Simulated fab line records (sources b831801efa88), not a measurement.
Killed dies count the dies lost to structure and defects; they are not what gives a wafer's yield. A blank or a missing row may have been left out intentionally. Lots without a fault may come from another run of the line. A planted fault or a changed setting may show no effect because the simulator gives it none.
Matching of chambers	flow sky130	rieDiel-03 running SKY_VIA3_ETCH_15: 4 sister chambers
The step etches SiO2 in C4F8/O2/Ar, stops on TiN, target depth 507 nm, time 78 s. 14 wafers are shown with their chamber, then 7 later ones without.

WAFERS PAIRED WITH THEIR CHAMBERS
wafer	chamber	oesProductAu (a.u.)
L703.3	3	0.954
L703.4	0	0.946
L703.6	2	0.951
L705.4	1	0.952
L705.5	3	0.950
L705.6	2	0.951
L709.1	1	0.937
L709.4	2	0.949
L709.5	3	0.944
L711.1	1	0.955
L711.4	2	0.946
L711.6	0	0.942
L712.1	0	0.950
L712.3	1	0.941

SIGNATURES (means of the wafers above)
reading	chamber 0	chamber 1	chamber 2	chamber 3	scatter within a chamber
oesProductAu	0.94600	0.94625	0.94925	0.94933	0.00568
Rule: for a wafer and a chamber, the distance is found by dividing, reading by reading, the gap between the wafer's reading and the chamber's mean by the reading's scatter, squaring, summing and taking the root. If the next closest chamber is less than 2 further off than the closest, the wafer can't be placed; otherwise it belongs to the closest. The scatter is the square root of a quotient: the sum, over the shown wafers, of each reading's squared deviation from its chamber's mean, divided by wafers minus chambers.

WAFERS WITHOUT THEIR CHAMBER
wafer	oesProductAu (a.u.)
L712.5	0.948
L720.1	0.944
L720.4	0.937
L720.6	0.946
L724.2	0.937
L724.5	0.946
L724.6	0.946

CHAMBER TAKEN BY EACH
wafer	from the rows above	in truth
L712.5	can't be placed: 2 or 3 or 1 or 0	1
L720.1	can't be placed: 0 or 1 or 2 or 3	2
L720.4	can't be placed: 0 or 1 or 2 or 3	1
L720.6	can't be placed: 0 or 1 or 2 or 3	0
L724.2	can't be placed: 0 or 1 or 2 or 3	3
L724.5	can't be placed: 0 or 1 or 2 or 3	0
L724.6	can't be placed: 0 or 1 or 2 or 3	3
Correct placement for 0 of the 7. From these rows, 7 cannot be placed; in 7 the true chamber is one of the candidates. Wrongly placed: 0.
